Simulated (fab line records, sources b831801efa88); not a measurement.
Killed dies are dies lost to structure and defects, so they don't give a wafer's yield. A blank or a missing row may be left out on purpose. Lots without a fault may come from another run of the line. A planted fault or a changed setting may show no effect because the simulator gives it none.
Split-lot experiment | flow sky130 | 5 lots, 23 wafers read, on a route of 708 steps

THE SPLIT
At SKY_SD_P_IMPLANT_09, the setting energy_kev was moved away from the recipe's 20 on 7 of the 23 wafers read, by -5.9% to +5.3%. The other wafers ran this setting at the recipe's value.

FROM THE SPLIT TO THE READING: what the file shows between them, 12 steps
- SKY_SD_P_STRIP_10: strips in O2/N2
- SKY_RES_XHIGH_IMPLANT_07 (also split here: energy_kev)
- SKY_SD_N_SOFTBAKE_03: time 60 s (also split here: temp_c)
- SKY_SD_N_EXPOSE_04: exposes mask NSDM, target cd 380 nm
- SKY_SD_N_PEB_05
- SKY_SD_N_DEVELOP_06: develop time 60 s
- SKY_SD_N_IMPLANT_09 (also split here: energy_kev)
- SKY_SD_N_IMPLANT_10
- SKY_SD_N_STRIP_11: strips in O2/N2
- SKY_SD_N_CLEAN_13: cleans in SC1/SC2, time 150 s
- SKY_SD_N_RTA_14: time 2 s
- SKY_SD_N_RS_MEAS_16: measures by four-point-probe

THE READING
SD_P_RS, in ohm/sq, at SKY_SD_N_RS_MEAS_17 (measures by four-point-probe). Fault-free wafers of this fab line usually give 147.2 ohm/sq, standard deviation 0.39 ohm/sq.

wafer  | tool, chamber at the split | energy_kev as run | against the recipe | SD_P_RS, ohm/sq | against lot-mates on the recipe
L077.2 | implanter-04, 0            | 20                | recipe             | 147.5           | -
L077.3 | implanter-04, 0            | 20                | recipe             | 147.1           | -
L077.5 | implanter-04, 0            | 20                | recipe             | 147.5           | -
L080.1 | implanter-03, 0            | 20                | recipe             | 146.5           | -
L080.2 | implanter-03, 0            | 20                | recipe             | 146.5           | -
L080.3 | implanter-03, 0            | 20.94             | +4.7%              | 143.6           | -2.9
L080.5 | implanter-03, 0            | 20.94             | +4.7%              | 143.6           | -2.9
L080.6 | implanter-03, 0            | 20.94             | +4.7%              | 143.4           | -3.1
L081.1 | implanter-01, 0            | 20                | recipe             | 147.1           | -
L081.2 | implanter-01, 0            | 20                | recipe             | 146.9           | -
L081.3 | implanter-01, 0            | 20                | recipe             | 146.8           | -
L081.4 | implanter-01, 0            | 18.82             | -5.9%              | 150.7           | +3.8
L081.5 | implanter-01, 0            | 18.82             | -5.9%              | 150.5           | +3.6
L082.2 | implanter-01, 0            | 20                | recipe             | 147.0           | -
L082.3 | implanter-01, 0            | 20                | recipe             | 147.1           | -
L082.4 | implanter-01, 0            | 20                | recipe             | 146.9           | -
L082.5 | implanter-01, 0            | 20                | recipe             | 147.2           | -
L082.6 | implanter-01, 0            | 20                | recipe             | 147.3           | -
L084.1 | implanter-01, 0            | 20                | recipe             | 147.0           | -
L084.2 | implanter-01, 0            | 20                | recipe             | 147.0           | -
L084.4 | implanter-01, 0            | 21.06             | +5.3%              | 143.5           | -3.5
L084.5 | implanter-01, 0            | 21.06             | +5.3%              | 143.4           | -3.6
L084.6 | implanter-01, 0            | 20                | recipe             | 146.9           | -

THE FIT
A straight line over all 23 wafers: SD_P_RS changes by -0.668 ohm/sq for each +1% of energy_kev; r = -0.99; the points scatter about the line by 0.29 ohm/sq.
The same after taking each lot's own level away (the mean of its wafers on the recipe; 23 wafers): -0.636 ohm/sq for each +1%; r = -1.00; scatter 0.13 ohm/sq.
On that fit, the largest move of energy_kev shifts the reading by 3.8 ohm/sq.
The lots' own levels span 146.50 to 147.37 ohm/sq, that is 2.2 times the standard deviation above.
So the lot-to-lot level changes the slope little: the two slopes agree.
Check: with one of the wafers moved furthest among these (-5.9%) left out of the fit, the line predicts +3.72 ohm/sq for it against its lot-mates. It came out at +3.77 ohm/sq against them.

OTHER SPLITS ON THESE WAFERS
These wafers also went through other splits before the reading. Each is held against what the fit with the lots' levels taken away leaves over:
other split on the same wafers      | wafers away from the commonest value | r with SD_P_RS (lot level and that fit taken away)
SKY_LDD_LDN_COAT_02 spin_rpm        | 8                                    | +0.23
SKY_LDD_LDN_IMPLANT_09 dose_cm2     | 8                                    | +0.35
SKY_SPACER_CVD_00 pressure_mtorr    | 18                                   | +0.00
SKY_RES_XHIGH_IMPLANT_07 energy_kev | 4                                    | -0.17
SKY_SD_N_SOFTBAKE_03 temp_c         | 9                                    | -0.28
SKY_SD_N_IMPLANT_09 energy_kev      | 11                                   | +0.07

THE WHOLE CHAIN: every reading that the file lists as answering this split, in the file's order
step                | what it does                 | reading                                                         | change (the file's fit)                | r (the file's)
SKY_SD_P_IMPLANT_09 |                              | implant.rp_nm (the simulator's own value, which no gauge read)  | +0.136 nm for each +1% of the setting  | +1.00
SKY_SD_P_IMPLANT_09 |                              | implant.drp_nm (the simulator's own value, which no gauge read) | +0.0684 nm for each +1% of the setting | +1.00
SKY_SD_P_STRIP_10   | strips in O2/N2              | strip_time_to_endpoint_s                                        | withheld for each +1% of the setting   | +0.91
SKY_SD_N_RS_MEAS_17 | measures by four-point-probe | SD_P_RS                                                         | -0.64 for each +1% of the setting      | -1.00

THE FILE'S OWN FIT
SD_P_RS changes by -0.64 ohm/sq for each +1% of energy_kev, r = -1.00.
